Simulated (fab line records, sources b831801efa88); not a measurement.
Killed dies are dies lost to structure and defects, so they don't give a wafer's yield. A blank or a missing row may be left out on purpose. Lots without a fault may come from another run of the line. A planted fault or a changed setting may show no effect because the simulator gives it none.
fab line records | flow sky130
record lots=7 wafers=21 last_day=50
route steps=708 shown METAL5@677 PASSIVATION@681 PAD_OPEN@708
lots that met no fault: from a run of the same line without faults
start_h: hours from the record's first day to the start of the lot's first wafer shown | wait_h: hours since the lot's step before | " the same as in the row above | L1.1+2: a row that stands for several wafers | - no value, or no start given | * or withheld: withheld | < > ~ a bound
route shown NAME@n: a module of which the file shows steps, and the number in the route of the first | usual: mean/standard deviation of fault-free wafers | same: alike in all rows | chamber/n: place in a boat | sites: the reading at each site | _std_site: their standard deviation | _edge_site: outer sites' mean less inner sites' | radius_mm: how far each site lies from the wafer's centre | mask NAME#n: copy n | behind: the tool/chamber that last shaped the wafer | hold: why the lot was held/for how many hours/how that ended | device: the transistor (n, p or np) that didn't switch | end of line: the same wafers' tests at the end of the route | a step without rows: its recipe alone | killed: dies lost to structure and defects at the first sort, not the wafer's yield | map: a wafer's dies, x killed, . not, _ none there
set.NAME: the setting as run; set.NAME@STEP: as run at that earlier step | model.NAME: the simulator's own value behind a step, which no gauge read
lots at some steps of the route; a table a step, a row a wafer
services: from which hour (start_h, from the record's first day; less than 0 if before it) a tool's chamber was out of use, for how many hours, and why
## steps
# step SKY_METAL5_STRIP_16
# recipe chemistry=O2/N2 power_w=1400 pressure_mtorr=1500 platen_temp_c=withheld o2_flow_sccm=3000 n2_flow_sccm=300 overash_fraction=0.5
# usual drypump_motor_current_A=6.2/0.46 oes_product_au=0.710/0.0047 strip_time_to_endpoint_s=13.14/0.14
# columns lot.wafer tool chamber start_h wait_h drypump_motor_current_A oes_product_au rf_hours_counter_h strip_time_to_endpoint_s
L722.2 plasma_asher-04 0 1061.11 0.2 6.3 0.710 32 13.03
L722.5 " 0 " " 6.3 0.710 - 13.35
L722.6 " 1 " " 6.8 0.716 - 13.11
L720.2 plasma_asher-01 0 1065.11 0.2 5.7 0.714 62 13.19
L720.3 " 1 " " 6.2 0.710 - 13.11
L720.6 " 0 " " 5.7 0.712 - 13.18
L724.1 plasma_asher-04 0 1072.26 0.2 6.3 0.707 33 13.15
L724.2 " 1 " " 6.8 0.710 33 13.23
L724.4 " 1 " " 6.8 0.712 - 13.26
L723.1 plasma_asher-03 0 1075.91 0.2 5.5 0.717 1 12.92
L723.2 " 1 " " 5.6 0.713 1 12.92
L723.3 " 0 " " 5.5 0.712 - 12.86
L725.1 plasma_asher-04 1 1084.71 0.2 6.8 0.709 34 13.26
L725.2 " 0 " " 6.3 0.706 34 13.26
L725.3 " 0 " " 6.3 0.710 - 13.28
L737.3 plasma_asher-01 0 1146.36 0.1 5.7 0.706 - 13.12
L737.5 " 1 " " 6.3 0.705 - 12.99
L737.6 " 0 " " 5.7 0.709 - 12.95
L739.1 plasma_asher-04 0 1160.73 0.2 6.3 0.704 42 13.21
L739.2 " 1 " " 6.8 0.706 42 13.12
L739.3 " 0 " " 6.3 0.705 - 13.10
# step SKY_METAL5_STRIP_17
# recipe chemistry=post_etch_residue_remover time_s=1200 temp_c=72.5
# step SKY_METAL5_CLEAN_18
# recipe chemistry=IPA time_s=180 temp_c=25
# step SKY_METAL5_CLEAN_19
# recipe chemistry=O3/DIW dry=n2_spin
# step SKY_PASSIVATION_CVD_00
# recipe material=SiO2 target_thk_nm=90 temp_c=400 time_s=withheld rf_w=600
# usual heater_power_w=686/120
# columns lot.wafer tool chamber start_h wait_h heater_power_w
L722.2 pecvd-02 2 1061.71 0.0 565
L722.5 " 2 " " 567
L722.6 " 0 " " 686
L720.2 pecvd-01 2 1065.70 0.0 615
L720.3 " 1 " " 633
L720.6 " 1 " " 653
L724.1 pecvd-01 0 1072.85 0.0 758
L724.2 " 1 " " 644
L724.4 " 2 " " 641
L723.1 pecvd-04 0 1076.84 0.0 824
L723.2 " 1 " " 851
L723.3 " 2 " " 566
L725.1 pecvd-01 0 1085.30 0.0 817
L725.2 " 1 " " 613
L725.3 " 2 " " 604
L737.3 pecvd-04 1 1146.92 0.0 834
L737.5 " 1 " " 837
L737.6 " 2 " " 605
L739.1 pecvd-02 2 1161.36 0.0 453
L739.2 " 1 " " 735
L739.3 " 0 " " 643
# step SKY_PASSIVATION_THK_MEAS_01
# recipe reads=SiO2_of_PASSIVATION_CVD_00
# usual PASSIVATION_CVD_00_THK=90.4/1.2
# columns lot.wafer tool chamber start_h wait_h PASSIVATION_CVD_00_THK[nm]
L722.2 film_metro-04 - 1061.79 - 90.0
L722.5 " - " " 92.6
L722.6 " - " " 92.7
L720.2 film_metro-01 - 1065.73 - 89.4
L720.3 " - " " 89.5
L720.6 " - " " 89.4
L724.1 film_metro-04 - 1072.87 - 89.2
L724.2 " - " " 88.4
L724.4 " - " " 90.2
L723.1 film_metro-01 - 1076.87 - 90.0
L723.2 " - " " 91.1
L723.3 " - " " 90.1
L725.1 film_metro-04 - 1085.32 - 90.4
L725.2 " - " " 89.3
L725.3 " - " " 90.2
L737.3 film_metro-01 - 1146.96 - 90.1
L737.5 " - " " 92.4
L737.6 " - " " 90.4
L739.1 film_metro-04 - 1161.38 - 89.1
L739.2 " - " " 87.9
L739.3 " - " " 88.4
# step SKY_PASSIVATION_CVD_02
# recipe material=Si3N4 target_thk_nm=540 temp_c=400 time_s=withheld rf_w=450
# usual heater_power_w=743/120
# columns lot.wafer tool chamber start_h wait_h heater_power_w
L722.2 pecvd-04 2 1061.84 0.0 609
L722.5 " 2 " " 639
L722.6 " 0 " " 884
L720.2 pecvd-04 1 1065.78 0.0 938
L720.3 " 0 " " 892
L720.6 " 0 " " 921
L724.1 pecvd-02 1 1072.93 0.1 833
L724.2 " 2 " " 514
L724.4 " 1 " " 675
L723.1 pecvd-01 0 1076.93 0.1 826
L723.2 " 2 " " 620
L723.3 " 1 " " 638
L725.1 pecvd-04 0 1085.38 0.1 959
L725.2 " 2 " " 646
L725.3 " 1 " " 924
L737.3 pecvd-02 1 1147.00 0.0 848
L737.5 " 1 " " 832
L737.6 " 2 " " 611
L739.1 pecvd-01 2 1161.44 0.1 584
L739.2 " 1 " " 667
L739.3 " 0 " " 866
# step SKY_PASSIVATION_THK_MEAS_03
# recipe reads=Si3N4_of_PASSIVATION_CVD_02
# usual PASSIVATION_CVD_02_THK=539/6.6
# columns lot.wafer tool chamber start_h wait_h PASSIVATION_CVD_02_THK[nm]
L722.2 film_metro-02 - 1062.08 - 535
L722.5 " - " " 535
L722.6 " - " " 546
L720.2 film_metro-04 - 1066.02 - 528
L720.3 " - " " 536
L720.6 " - " " 543
L724.1 film_metro-01 - 1073.16 - 535
L724.2 " - " " 548
L724.4 " - " " 547
L723.1 film_metro-02 - 1077.15 - 544
L723.2 " - " " 533
L723.3 " - " " 536
L725.1 film_metro-02 - 1085.61 - 538
L725.2 " - " " 530
L725.3 " - " " 529
L737.3 film_metro-04 - 1147.25 - 533
L737.5 " - " " 548
L737.6 " - " " 547
L739.1 film_metro-04 - 1161.66 - 538
L739.2 " - " " 540
L739.3 " - " " 536
# step SKY_PASSIVATION_DEHYDRATE_04
# recipe temp_c=200 time_s=60
# step SKY_PASSIVATION_HMDS_05
# recipe prime_time_s=60 prime_temp_c=120
# step SKY_PASSIVATION_COAT_06
# recipe spin_rpm=2000 resist_thk_nm=3000
# step SKY_PASSIVATION_SOFTBAKE_07
# recipe temp_c=110 time_s=withheld
# step SKY_PASSIVATION_EXPOSE_08
# recipe mask_id=NSM target_cd_nm=3000 na=0.57 dose_mj=260
# usual exposure_dose_mJ_cm2=259.97/0.25
# columns lot.wafer tool chamber start_h wait_h mask exposure_dose_mJ_cm2
L722.2 iline_stepper-02 0 1072.57 - NSM#0 259.58
L722.5 " 0 " " NSM#0 259.69
L722.6 " 0 " " NSM#0 259.53
L720.2 iline_stepper-02 0 1076.50 - NSM#0 259.79
L720.3 " 0 " " NSM#0 259.73
L720.6 " 0 " " NSM#0 259.82
L724.1 iline_stepper-02 0 1083.76 - NSM#0 278.70
L724.2 " 0 " " NSM#0 278.43
L724.4 " 0 " " NSM#0 278.14
L723.1 iline_stepper-02 0 1088.25 - NSM#0 278.42
L723.2 " 0 " " NSM#0 278.43
L723.3 " 0 " " NSM#0 278.32
L725.1 iline_stepper-02 0 1096.11 - NSM#0 278.59
L725.2 " 0 " " NSM#0 278.33
L725.3 " 0 " " NSM#0 278.70
L737.3 iline_stepper-01 0 1156.62 - NSM#0 260.43
L737.5 " 0 " " NSM#0 260.01
L737.6 " 0 " " NSM#0 259.97
L739.1 iline_stepper-01 0 1171.32 - NSM#0 259.67
L739.2 " 0 " " NSM#0 259.93
L739.3 " 0 " " NSM#0 259.85
# step SKY_PASSIVATION_PEB_09
# recipe temp_c=115 time_s=withheld
# step SKY_PASSIVATION_DEVELOP_10
# recipe develop_time_s=60 dev_temp_c=23
# step SKY_PASSIVATION_ETCH_11
# recipe chemistry=CF4/O2 target_depth_nm=725 stop_on=AlCu source_w=800 bias_w=150 pressure_mtorr=150 cf4_flow_sccm=80 O2_flow_sccm=10 time_s=161.1
# usual O2_flow_sccm=10.00/0.031 drypump_motor_current_A=6.0/0.37 oes_product_au=0.976/0.0063 throttle_valve_pct=5.965/0.0084
# same time_s=161.1
# columns lot.wafer tool chamber start_h wait_h O2_flow_sccm drypump_motor_current_A oes_product_au rf_hours_counter_h throttle_valve_pct model.PASSIVATION.cd_nm
L722.2 rie_diel-02 0 1083.45 - 10.02 5.8 0.977 1 5.960 2984
L722.5 " 3 " " 10.05 5.7 0.977 - 5.976 2987
L722.6 " 0 " " 9.99 5.8 0.983 - 5.966 2981
L720.2 rie_diel-03 1 1087.61 - 9.90 5.9 0.970 4 5.952 3010
L720.3 " 2 " " 10.05 6.5 0.974 12 5.963 2999
L720.6 " 3 " " 9.94 6.3 0.988 - 5.968 3010
L724.1 rie_diel-04 2 1093.80 - 9.99 6.2 0.972 11 5.977 3016
L724.2 " 1 " " 10.00 5.4 0.978 26 5.969 3014
L724.4 " 3 " " 10.00 6.0 0.975 - 5.975 3004
L723.1 rie_diel-02 2 1098.05 - 10.00 5.3 0.969 23 5.962 3013
L723.2 " 1 " " 10.02 6.5 0.967 17 5.962 3012
L723.3 " 3 " " 9.98 5.7 0.972 13 5.973 3012
L725.1 rie_diel-02 3 1106.90 - 10.03 5.7 0.976 14 5.959 3007
L725.2 " 0 " " 9.98 5.8 0.977 2 5.979 2999
L725.3 " 2 " " 10.03 5.3 0.972 23 5.963 3009
L737.3 rie_diel-03 1 1164.16 - 10.08 5.9 0.974 8 5.973 3008
L737.5 " 1 " " 10.03 6.0 0.988 - 5.965 3002
L737.6 " 2 " " 9.97 6.5 0.989 - 5.958 2999
L739.1 rie_diel-02 2 1178.96 - 10.03 5.3 0.968 26 5.965 3005
L739.2 " 1 " " 9.99 6.5 0.964 20 5.967 3007
L739.3 " 0 " " 10.00 5.8 0.978 4 5.968 2996
# step SKY_PASSIVATION_STRIP_12
# recipe chemistry=O2/N2 power_w=1400 pressure_mtorr=1500 platen_temp_c=withheld overash_fraction=0.7 o2_flow_sccm=3000 n2_flow_sccm=300
# usual drypump_motor_current_A=6.0/0.45 oes_product_au=0.661/0.0044 strip_time_to_endpoint_s=31.57/0.14
# columns lot.wafer tool chamber start_h wait_h drypump_motor_current_A oes_product_au rf_hours_counter_h strip_time_to_endpoint_s
L722.2 plasma_asher-02 0 1083.55 0.1 5.4 0.654 94 31.43
L722.5 " 0 " " 5.5 0.655 - 31.46
L722.6 " 1 " " 6.0 0.660 - 31.43
L720.2 plasma_asher-04 1 1087.71 0.1 6.8 0.662 35 31.47
L720.3 " 1 " " 6.8 0.658 - 31.50
L720.6 " 1 " " 6.8 0.657 - 31.55
L724.1 plasma_asher-02 0 1093.91 0.1 5.4 0.666 96 31.48
L724.2 " 1 " " 6.1 0.661 96 31.55
L724.4 " 0 " " 5.4 0.663 - 31.62
L723.1 plasma_asher-01 0 1098.15 0.1 5.7 0.660 65 31.83
L723.2 " 1 " " 6.3 0.664 65 31.76
L723.3 " 0 " " 5.7 0.671 - 31.63
L725.1 plasma_asher-02 0 1107.00 0.1 5.4 0.667 97 31.54
L725.2 " 1 " " 6.1 0.661 97 31.41
L725.3 " 0 " " 5.4 0.661 - 31.74
L737.3 plasma_asher-01 1 1164.30 0.1 6.3 0.654 - 31.44
L737.5 " 0 " " 5.7 0.658 - 31.48
L737.6 " 1 " " 6.3 0.659 - 31.43
L739.1 plasma_asher-02 1 1179.06 0.1 6.0 0.663 104 31.75
L739.2 " 0 " " 5.4 0.664 104 31.62
L739.3 " 1 " " 6.1 0.660 - 31.57
# step SKY_PAD_OPEN_PROBE_99
# usual killed_at_M0_to_M3=44/6.7 killed_at_M4_up=3.1/1.8 killed_at_contacts=24/5.1 killed_at_front_end=16/4.7 killed_at_other=0.3/0.59 killed_dies=88/9.6 killed_open=48/7.3 killed_short=39/6.5
# same gross_dies=492 killed_at_back_side=0
# columns lot.wafer tool chamber start_h wait_h killed_at_M0_to_M3 killed_at_M4_up killed_at_contacts killed_at_front_end killed_at_other killed_dies killed_open killed_short model.etest.nfet_16v.r_on_ohm_um model.etest.pfet_g5v0d10v5.r_on_ohm_um model.etest.tip_sonos.rs_ohm_sq model.etest.nfet_g5v0d10v5.r_on_ohm_um model.etest.nfet_g5v0d10v5.drive_ua_um model.etest.nfet_05v0_nvt.drive_ua_um model.etest.pfet_g5v0d10v5.drive_ua_um model.etest.nfet_16v.drive_ua_um
L722.2 prober-02 - 1105.82 0.1 36 5 26 18 1 86 46 40 1.41e+04 4852 2686 1918 596.9 568.5 335.5 217.5
L722.5 prober-02 - 1105.97 0.2 40 1 18 17 1 77 38 39 1.42e+04 4842 2656 1921 594 568.4 336.1 218.2
L722.6 prober-02 - 1106.02 0.2 37 2 20 23 2 84 48 34 1.401e+04 4796 2669 1898 600 569.1 341 221.9
L720.2 prober-01 - 1111.43 0.1 36 3 27 15 0 81 43 38 1.396e+04 4778 2595 1882 608.8 574.2 342.9 223
L720.3 prober-01 - 1111.48 0.2 55 3 25 16 1 100 55 45 1.395e+04 4825 2619 1910 606.6 581.2 339.1 224.7
L720.6 prober-01 - 1111.63 0.2 49 5 30 18 0 102 49 53 1.402e+04 4779 2666 1903 601.6 577 339.5 222.4
L724.1 prober-02 - 1117.15 0.1 39 3 18 3 0 63 35 27 1.333e+04 4492 2478 1803 654.7 611.4 365.1 239.7
L724.2 prober-02 - 1117.20 0.1 33 4 26 19 0 82 39 40 1.34e+04 4568 2446 1822 653.8 619.3 364.3 244
L724.4 prober-02 - 1117.30 0.2 42 3 20 8 0 73 42 30 1.34e+04 4545 2464 1801 658.8 617.9 364.1 245.1
L723.1 prober-01 - 1121.46 0.1 50 1 28 25 0 104 55 48 1.325e+04 4554 2483 1790 665.2 622.6 362.7 244.9
L723.2 prober-01 - 1121.51 0.1 47 2 22 20 0 91 55 35 1.326e+04 4573 2491 1836 659.3 621.1 365.4 245.4
L723.3 prober-01 - 1121.56 0.2 51 3 31 27 0 112 64 48 1.328e+04 4549 2478 1794 668.6 630.7 368.7 248.3
L725.1 prober-02 - 1128.92 0.1 44 1 30 16 0 91 47 44 1.386e+04 4750 2650 1876 606.8 574.7 344.7 223.4
L725.2 prober-02 - 1128.97 0.1 41 6 28 16 0 91 42 48 1.418e+04 4734 2670 1904 595.1 567 342 217
L725.3 prober-02 - 1129.02 0.2 44 4 27 21 0 96 50 46 1.405e+04 4706 2641 1876 609.6 568.9 346.8 220.5
L737.3 prober-02 - 1184.15 0.2 37 2 20 23 0 82 46 35 1.382e+04 4718 2656 1878 606.8 578.5 343 224.6
L737.5 prober-02 - 1184.25 0.2 42 3 25 19 0 89 51 36 1.399e+04 4755 2629 1890 605.8 572.8 339.5 223.3
L737.6 prober-02 - 1184.30 0.2 34 3 22 17 0 76 46 29 1.384e+04 4750 2638 1874 609.6 576.2 338.7 223.4
L739.1 prober-02 - 1197.42 0.1 47 3 35 9 0 94 50 44 1.414e+04 4645 2662 1873 608.5 579.4 356.3 224.6
L739.2 prober-02 - 1197.47 0.1 38 1 25 19 0 83 48 34 1.422e+04 4728 2688 1884 604.4 568.4 345.7 219.8
L739.3 prober-02 - 1197.52 0.2 48 4 18 27 1 98 52 46 1.431e+04 4736 2704 1918 603.4 568.8 343.3 220
# killed by level:class
L722.2 CONTACT:geometric_particle:open=12 LI_CONTACT:geometric_particle:open=9 POLY_GATE:geometric_particle:short=7 VIA2:geometric_particle:open=7 VIA1:geometric_particle:open=7 METAL4:geometric_particle:short=5 METAL1:geometric_particle:short=4 METAL2:geometric_particle:short=4
L722.5 VIA1:geometric_particle:open=8 CONTACT:geometric_particle:open=6 VIA3:geometric_particle:open=6 FIELD_ISO:geometric_particle:short=5 VIA1:geometric_particle:short=5 VIA2:geometric_particle:short=5 METAL1:geometric_particle:short=4 VIA2:geometric_particle:open=4
L722.6 VIA1:geometric_particle:open=9 FIELD_ISO:geometric_particle:short=8 LI_CONTACT:geometric_particle:open=8 VIA3:geometric_particle:open=7 FIELD_ISO:geometric_particle:open=6 VIA2:geometric_particle:open=6 CONTACT:geometric_particle:short=5 CONTACT:geometric_particle:open=5
L720.2 CONTACT:geometric_particle:open=16 VIA2:geometric_particle:open=7 LI_CONTACT:geometric_particle:open=6 POLY_GATE:geometric_particle:short=5 METAL2:geometric_particle:short=5 VIA2:geometric_particle:short=4 METAL1:geometric_particle:short=4 VIA1:geometric_particle:open=4
L720.3 VIA3:geometric_particle:open=11 VIA2:geometric_particle:open=8 METAL2:geometric_particle:short=8 CONTACT:geometric_particle:short=7 VIA1:geometric_particle:open=7 CONTACT:geometric_particle:open=6 METAL1:geometric_particle:short=6 LI_CONTACT:geometric_particle:open=5
L720.6 VIA1:geometric_particle:open=13 METAL2:geometric_particle:short=10 LI_CONTACT:geometric_particle:open=7 CONTACT:geometric_particle:short=7 CONTACT:geometric_particle:open=6 METAL1:geometric_particle:short=6 VIA2:geometric_particle:open=6 POLY_GATE:geometric_particle:open=5
L724.1 CONTACT:geometric_particle:open=9 VIA2:geometric_particle:open=8 VIA1:geometric_particle:short=7 METAL1:geometric_particle:short=7 VIA1:geometric_particle:open=7 LI_CONTACT:geometric_particle:open=4 VIA2:geometric_particle:short=3 VIA3:geometric_particle:open=3
L724.2 LI_CONTACT:geometric_particle:open=11 VIA1:geometric_particle:open=8 FIELD_ISO:geometric_particle:short=7 CONTACT:geometric_particle:open=7 METAL2:geometric_particle:short=7 CONTACT:geometric_particle:short=5 VIA1:geometric_particle:short=5 VIA3:geometric_particle:open=5
L724.4 VIA2:geometric_particle:open=10 VIA1:geometric_particle:open=9 LI_CONTACT:geometric_particle:open=8 CONTACT:geometric_particle:open=5 VIA3:geometric_particle:open=5 METAL1:geometric_particle:short=4 METAL2:geometric_particle:short=4 FIELD_ISO:geometric_particle:short=3
L723.1 VIA1:geometric_particle:open=16 CONTACT:geometric_particle:open=10 VIA3:geometric_particle:open=9 POLY_GATE:geometric_particle:open=8 CONTACT:geometric_particle:short=7 METAL1:geometric_particle:short=6 METAL3:geometric_particle:short=6 FIELD_ISO:geometric_particle:short=5
L723.2 VIA1:geometric_particle:open=12 CONTACT:geometric_particle:open=8 VIA3:geometric_particle:open=8 LI_CONTACT:geometric_particle:open=7 FIELD_ISO:geometric_particle:short=6 METAL2:geometric_particle:short=6 FIELD_ISO:geometric_particle:open=5 VIA1:geometric_particle:short=5
L723.3 CONTACT:geometric_particle:open=10 VIA1:geometric_particle:open=10 VIA3:geometric_particle:open=9 FIELD_ISO:geometric_particle:open=8 POLY_GATE:geometric_particle:open=8 METAL1:geometric_particle:short=7 LOCAL_INTERCONNECT:geometric_particle:short=7 VIA1:geometric_particle:short=7
L725.1 CONTACT:geometric_particle:short=9 CONTACT:geometric_particle:open=9 VIA2:geometric_particle:open=8 LI_CONTACT:geometric_particle:open=7 METAL1:geometric_particle:short=7 VIA3:geometric_particle:open=7 VIA2:geometric_particle:short=5 VIA1:geometric_particle:open=5
L725.2 CONTACT:geometric_particle:open=12 METAL1:geometric_particle:short=8 VIA1:geometric_particle:open=7 CONTACT:geometric_particle:short=6 FIELD_ISO:geometric_particle:open=5 VIA3:geometric_particle:open=5 VIA2:geometric_particle:open=5 METAL4:geometric_particle:short=5
L725.3 LI_CONTACT:geometric_particle:open=9 METAL1:geometric_particle:short=9 POLY_GATE:geometric_particle:short=8 VIA1:geometric_particle:open=8 LOCAL_INTERCONNECT:geometric_particle:short=7 CONTACT:geometric_particle:open=7 POLY_GATE:geometric_particle:open=6 VIA2:geometric_particle:open=6
L737.3 VIA1:geometric_particle:open=12 POLY_GATE:geometric_particle:short=9 POLY_GATE:geometric_particle:open=7 VIA2:geometric_particle:open=6 CONTACT:geometric_particle:short=5 LOCAL_INTERCONNECT:geometric_particle:short=5 CONTACT:geometric_particle:open=5 VIA3:geometric_particle:open=5
L737.5 CONTACT:geometric_particle:open=12 VIA1:geometric_particle:open=10 FIELD_ISO:geometric_particle:open=6 VIA1:geometric_particle:short=6 LI_CONTACT:geometric_particle:open=6 VIA3:geometric_particle:open=6 POLY_GATE:geometric_particle:short=4 VIA2:geometric_particle:open=4
L737.6 CONTACT:geometric_particle:open=14 POLY_GATE:geometric_particle:open=7 VIA1:geometric_particle:short=6 VIA1:geometric_particle:open=6 VIA2:geometric_particle:open=6 VIA3:geometric_particle:open=6 POLY_GATE:geometric_particle:short=4 METAL2:geometric_particle:short=3
L739.1 CONTACT:geometric_particle:open=16 VIA1:geometric_particle:open=15 LOCAL_INTERCONNECT:geometric_particle:short=7 VIA2:geometric_particle:open=7 METAL2:geometric_particle:short=6 VIA2:geometric_particle:short=5 CONTACT:geometric_particle:short=4 VIA1:geometric_particle:short=4
L739.2 CONTACT:geometric_particle:open=11 VIA1:geometric_particle:open=9 VIA1:geometric_particle:short=7 FIELD_ISO:geometric_particle:short=6 LI_CONTACT:geometric_particle:open=6 FIELD_ISO:geometric_particle:open=5 VIA2:geometric_particle:open=5 VIA3:geometric_particle:open=5
L739.3 VIA1:geometric_particle:open=12 VIA3:geometric_particle:open=10 FIELD_ISO:geometric_particle:short=9 METAL3:geometric_particle:short=7 POLY_GATE:geometric_particle:open=6 METAL2:geometric_particle:short=6 FIELD_ISO:geometric_particle:open=5 LI_CONTACT:geometric_particle:short=5
## services
# columns tool chamber start_h hours kind
iline_stepper-02 0 1044.26 - calibration
plasma_asher-02 - 1054.45 8.7 repair
plasma_asher-03 - 1055.25 9.0 pm
pecvd-01 - 1055.71 1.2 repair
pecvd-04 1 1056.28 2.1 scheduled_down
iline_stepper-02 - 1059.35 12.1 repair
rie_diel-03 3 1067.15 15.6 repair
iline_stepper-02 - 1073.68 1.7 pm
plasma_asher-01 - 1077.28 6.7 repair
rie_diel-02 3 1086.40 4.4 repair
rie_diel-04 0 1089.95 6.4 repair
pecvd-01 0 1098.78 2.1 scheduled_down
pecvd-02 1 1112.53 1.8 repair
pecvd-04 - 1126.82 1.1 repair
rie_diel-04 1 1129.53 2.9 repair
pecvd-02 0 1130.32 6.5 repair
pecvd-04 2 1134.55 2.1 scheduled_down
rie_diel-04 - 1135.42 14.6 pm
pecvd-01 1 1135.77 7.8 repair
rie_diel-03 2 1137.43 2.8 repair
pecvd-02 - 1137.92 2.1 repair
pecvd-01 1 1143.54 5.5 scheduled_down
iline_stepper-01 - 1149.81 1.7 pm
plasma_asher-01 - 1168.00 2.7 repair
## key
first_sign step=SKY_PASSIVATION_EXPOSE_08 reading=exposure_dose_mJ_cm2 direction=up sigmas=75 usual=* struck=*
effect none on later readings
model_effect step=SKY_PASSIVATION_ETCH_11 value=PASSIVATION.cd_nm without=2989 struck=3009
model_effect step=SKY_PAD_OPEN_PROBE_99 value=etest.nfet_16v.r_on_ohm_um without=1.394e+04 struck=1.356e+04
met_at SKY_PASSIVATION_EXPOSE_08
struck_wafers L723.1,L723.2,L723.3,L724.1,L724.2,L724.4,L725.1,L725.2,L725.3
tester_left_out L723,L724
onset_between 1076.50 1083.76
earlier_fault kind=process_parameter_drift tool=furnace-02 chamber=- onset_h=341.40 steps=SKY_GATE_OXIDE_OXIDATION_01 channel=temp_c offset=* shape=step end_h=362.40 acts_in=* stated=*
fault kind=process_parameter_drift tool=iline_stepper-02 chamber=- onset_h=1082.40 steps=SKY_PASSIVATION_EXPOSE_08 channel=dose_mj offset=18.407 shape=step acts_in=these_recipes_only stated=260
# tester_left_out: of these lots the tester's yield and bins aren't shown, on N5 and GAA mostly nor the transistor test; their killed dies are dies lost to structure and defects alone, not to doping, threshold or leakage, so they don't give the yield
